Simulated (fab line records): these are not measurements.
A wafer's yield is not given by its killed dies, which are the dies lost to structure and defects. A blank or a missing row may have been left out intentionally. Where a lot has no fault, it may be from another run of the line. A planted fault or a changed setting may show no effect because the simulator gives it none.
Chamber matching    flow sfq-line    SFQ_TRILAYER_I7_CMP_CMP_184 on cmp-02 has 4 sister chambers
The step polishes SiO2. 4 wafers are shown with their chamber, then 8 later ones without.

== WAFERS PAIRED WITH THEIR CHAMBERS ==
wafer   chamber  motor-current-A (A)
L811.2  3        11.1
L814.6  0        9.9
L816.3  1        10.0
L820.3  2        11.9

== WAFERS MISSING THEIR CHAMBER ==
wafer   motor-current-A (A)
L820.1  9.8
L820.5  10.7
L821.2  9.1
L821.3  10.1
L821.6  10.1
L822.1  9.7
L822.3  11.3
L822.6  10.3

== EACH ONE'S CHAMBER ==
wafer   from the rows above           in truth
L820.1  can't be placed: 0 or 1       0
L820.5  can't be placed: 3 or 1 or 0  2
L821.2  can't be placed: 0 or 1       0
L821.3  can't be placed: 1 or 0       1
L821.6  can't be placed: 1 or 0       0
L822.1  can't be placed: 0 or 1       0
L822.3  can't be placed: 3 or 2       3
L822.6  can't be placed: 1 or 0 or 3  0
0 of 8 placed correctly. Not placeable from these rows: 8 (in 7, the candidates include the true chamber). Placed wrongly: 0.
How it was worked out, from the rows above alone: a wafer's distance from a chamber is the root of the sum, over the readings, of the square of ((its reading less the chamber's mean) divided by the reading's scatter). The wafer belongs to the nearest chamber; if the next one is less than 2 further off, it can't be placed. The mean given for a chamber averages the wafers shown for that chamber. The scatter (one wafer shown for each chamber): square how far every hidden wafer sits from the nearest shown wafer, average those squares and take the square root.
